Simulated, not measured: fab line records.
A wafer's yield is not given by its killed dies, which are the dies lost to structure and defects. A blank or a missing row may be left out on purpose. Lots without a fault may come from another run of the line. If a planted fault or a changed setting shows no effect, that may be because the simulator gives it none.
A lot that was struck, set against a sound lot    flow sky130    21 steps out of a route of 708
Sound: wafers L136.2, L136.3, L136.4. Struck: wafer L128.4. (L128.5 of the same lot was not struck and is left out.) The cause comes at the end.
For every step that has rows: the tool of each side, followed by ch and its chambers, followed by its first start. Under that, the readings that differ: sound wafers    struck wafers    difference of the means    sigmas: that difference in standard deviations of wafers without a fault.
alike: a reading whose means differ by less than 2 such deviations, as well as words and numbers matching on both sides. not compared: withheld readings; readings where some wafer has no value; bounds like >300 that might hide an equal value; numbers whose values overlap and for which the record gives no deviation.
Wherever a step has rows on one side only, a row that says differs or no value, or a row with sigmas, the two part there. Non-overlapping numbers with no deviation appear without sigmas and do not part them. Lack of a reading on every wafer of one side parts them only where that side has two or more wafers.

first, 1 step without rows for these wafers: SKY_FIELD_ISO_DEVELOP_12 (develop time 60 s).
SKY_FIELD_ISO_CD_MEAS_13: the cd target is 150 nm.
  struck on cd_sem-02, day 5 00:06; sound on cd_sem-01, day 6 19:13
  alike: cd_nm
SKY_FIELD_ISO_ETCH_14: etches BARC in N2/H2, stops on SiO2, time 45.9 s, target depth 60 nm.
  sound on rie_diel-02 ch 1,2,3, day 6 19:19; struck on rie_diel-01 ch 3, day 5 00:10
reading                 sound      struck  difference  sigmas
rf_hours_counter_h (h)  99 83 101  9       -85         
  alike: drypump_motor_current_A, oes_product_au, throttle_valve_pct
SKY_FIELD_ISO_ETCH_15: etches the open film in CHF3/O2, stops on Si, target depth 180 nm, time 72 s.
  sound on rie_diel-02 ch 1,2,3, day 6 19:21; struck on rie_diel-01 ch 3, day 5 00:12
reading                      sound        struck  difference  sigmas
drypump_motor_current_A (A)  5.4 5.5 5.1  6.0     +0.7        +2
rf_hours_counter_h (h)       99 83 101    9       -85         
  alike: chf3_flow_sccm, oes_product_au, throttle_valve_pct
SKY_FIELD_ISO_STRIP_16: strips in O2/N2.
  sound on plasma_asher-02 ch 0,1, day 6 19:25; struck on plasma_asher-02 ch 1, day 5 00:17
  alike: drypump_motor_current_A, oes_product_au, strip_time_to_endpoint_s
  not compared: rf_hours_counter_h
SKY_FIELD_ISO_ETCH_17: etches Si in HBr/Cl2/O2, target depth 342 nm, time 97.7 s.
  sound on rie_si-02 ch 0,1,2, day 6 19:31; struck on rie_si-01 ch 2, day 5 00:22
reading                 sound    struck  difference  sigmas
rf_hours_counter_h (h)  7 28 28  3       -18         
  alike: drypump_motor_current_A, oes_product_au, throttle_valve_pct
then, 5 steps without rows for these wafers: SKY_FIELD_ISO_WET_ETCH_18 (etches Si3N4 in H3PO4, target depth 25 nm, time 286 s); SKY_FIELD_ISO_CLEAN_19 (cleans in SC1/SC2, time 150 s); SKY_FIELD_ISO_CLEAN_20 (cleans in dHF, time 20 s); SKY_FIELD_ISO_WET_ETCH_21 (etches SiO2 in dHF, target depth 20 nm, time 400 s); SKY_FIELD_ISO_OXIDATION_22 (stabilise 600 s, purge 300 s, target thk 10 nm).
SKY_FIELD_ISO_THK_MEAS_23:
  struck on film_metro-02, day 5 02:05; sound on film_metro-04, day 6 21:02
  alike: FIELD_ISO_OXIDATION_01_THK
SKY_FIELD_ISO_CVD_24: deposits SiO2, target thk 595 nm, time 99.2 s.
  sound on hdpcvd-02 ch 1,2, day 6 21:05; struck on hdpcvd-01 ch 1, day 5 02:10
reading                                     sound            struck  difference  sigmas
model.SiO2_of_FIELD_ISO_CVD_24.thk_nm (nm)  593.7 599 594.3  242.3   -353.4      
  alike: pressure_mtorr
SKY_FIELD_ISO_THK_MEAS_25:
  struck on film_metro-04, day 5 02:13; sound on film_metro-01, day 6 21:10
reading                    sound        struck  difference  sigmas
FIELD_ISO_CVD_24_THK (nm)  594 599 594  242     -354        -65
then, 1 step without rows for these wafers: SKY_FIELD_ISO_ANNEAL_26 (time 1800 s).
SKY_FIELD_ISO_CMP_27: polishes, stops on Si3N4, t overpolish 16 s, target thk 457.8 nm.
  sound on cmp-01 ch 0,2,3, day 6 22:43; struck on cmp-01 ch 1, day 5 03:54
reading                 sound        struck  difference  sigmas
time_to_endpoint_s (s)  114 114 116  42      -73         -14
  alike: motor_current_A, platen_rpm
then, 2 steps without rows for these wafers: SKY_FIELD_ISO_WET_ETCH_28 (etches SiO2 in dHF, target depth 23.7 nm, time 47 s); SKY_FIELD_ISO_WET_ETCH_29 (etches Si3N4 in H3PO4, target depth 160 nm, time 1825 s).
SKY_FIELD_ISO_WET_ETCH_30: etches SiO2 in dHF, target depth 25 nm, time 50 s.
  sound on wet_bench-02 ch 0, day 6 23:34; struck on wet_bench-02 ch 2, day 5 04:35
reading                                     sound              struck  difference  sigmas
model.SiO2_of_FIELD_ISO_CVD_24.thk_nm (nm)  404.5 404.7 406.3  189.2   -216.0      
then, 1 step without rows for these wafers: SKY_NWELL_CLEAN_00 (cleans in SC1/SC2, time 150 s).
-- the record jumps here: 44 days lie between the struck wafers' starts before and after (it left off in module NWELL and takes up again in module PAD_OPEN, whose first step shown is number 708 of the route) --
SKY_PAD_OPEN_PROBE_99:
  struck on prober-01, day 48 21:19; sound on prober-01, day 50 08:26
reading              sound     struck  difference  sigmas
killed_at_front_end  16 21 12  411     +395        +82
killed_dies          89 82 83  492     +407        +43
killed_on_rim        20 17 19  96      +77         +19
  alike: killed_at_M0_to_M3, killed_at_M4_up, killed_at_contacts, killed_at_other, killed_open, killed_short

WHERE THEY PART
First at SKY_FIELD_ISO_ETCH_15; last, within this record, at SKY_PAD_OPEN_PROBE_99.

WHY: what had been put in by the simulator
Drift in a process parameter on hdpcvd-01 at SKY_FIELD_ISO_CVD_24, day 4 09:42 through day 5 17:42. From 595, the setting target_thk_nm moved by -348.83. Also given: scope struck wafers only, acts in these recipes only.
